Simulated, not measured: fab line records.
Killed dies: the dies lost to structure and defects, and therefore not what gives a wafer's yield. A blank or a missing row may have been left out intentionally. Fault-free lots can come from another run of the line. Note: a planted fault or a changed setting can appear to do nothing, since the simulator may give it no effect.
Problem report in the 8D (eight disciplines) form, filled by code    flow sfq line    the parts of the form that need people (team, actions taken, sign-off) are left out

1. THE ISSUE
Wafers free of any fault read 0.889 ohm/sq (standard deviation 0.0073) for M3_NB_RS at SFQ_M3_RS_MEAS_919, against a mean of 1.542 ohm/sq on 3 wafers of 2 lots. That puts it +89 standard deviations away from the usual mean.
The step: measures by four-point-probe.
Earliest sighting: wafer L914.4 on film metro-01 at day 44 13:25. Wafers with a number at this step in the record: 42, from 14 lots. The rule behind "out" and "out of limits": a value lying over 4 standard deviations away from the usual mean. Any other wafer with a number is counted as sound.

2. WHAT IT IS; WHAT IT IS NOT
question                     is                            is not
which readings at this step  M3_NB_RS                      -
which lots                   L914, L915                    L904, L905, L907, L908, L909, L910, L921, L922, L924, L925, L926, L927
which wafers of those lots   L914.4, L914.5, L915.5        L914.3, L915.3, L915.6
read on which gauges         film metro-01, film metro-02  film metro-03
when                         from day 44 13:25             up to then (19 sound wafers); but 20 sound wafers of L915, L921, L922, L924, L925, L926, L927 came after

3. WHAT RULES OUT EACH SUSPECT
Counting: a tool at a process step up to the reading stays a suspect if it ran every lot that is out. Sound lots after the first of them don't rule it out here, since some wafers of a struck lot are sound.
- the gauge at SFQ_M3_RS_MEAS_919 has been ruled out. The wafers that are out were read on 2 gauges (film metro-01, film metro-02).
- pvd sputter-04 at SFQ_TRILAYER_M3_DEP_SPUTTER_073 (material Nb, target thk 200 nm, time 133.3 s): kept. Every lot that is out went through it, the first being L914 (day 44 13:17); the last sound lot it ran before that was L910 (day 43 21:41).
After counting, what remains is pvd sputter-04 at SFQ_TRILAYER_M3_DEP_SPUTTER_073.

4. THE CAUSE (what the simulator had put in)
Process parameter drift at SFQ_TRILAYER_M3_DEP_SPUTTER_073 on pvd sputter-04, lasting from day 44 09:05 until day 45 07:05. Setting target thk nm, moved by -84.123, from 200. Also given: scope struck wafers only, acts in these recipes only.
Counting left only this tool.

5. SEQUENCE OF EFFECTS, ordered by route
Rows list readings where the struck wafers' mean (over those with a number) sits beyond 3 standard deviations from the usual. Scope: only readings with a usual standard deviation given in the record; hours: median across lots of the time from each lot's start at the first step in this table that gives one to its start at this step; sigmas: change in usual standard deviations.
hours  step                                 reading         usual         on struck wafers  change  sigmas
0      SFQ_M3_RS_MEAS_919                   M3_NB_RS        0.889 ohm/sq  1.542             +0.653  +89
152    SFQ_TRILAYER_M3_ETCH_METAL_ETCH_078  oes product au  0.894 a.u.    0.678             -0.216  -32
Here are the process steps it includes:
- SFQ_TRILAYER_M3_ETCH_METAL_ETCH_078: etches Nb in Cl2/Ar, stops on SiO2, target depth 240 nm, time 120 s.

6. HOW IT WOULD HAVE BEEN CAUGHT EARLIER
The first out-of-limits reading at a measuring or inspecting step in this record came at day 44 13:25, 4 hours after the fault's start at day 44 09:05.
No tool reading at SFQ_TRILAYER_M3_DEP_SPUTTER_073 that has a usual standard deviation in the record was out on any struck wafer, so an alarm limit of 4 standard deviations on those readings would not have fired.
Among the 2 lots that are out, L915 began SFQ_TRILAYER_M3_DEP_SPUTTER_073 on pvd sputter-04 after day 44 13:25. Had the tool been put on hold then, it would have been spared.
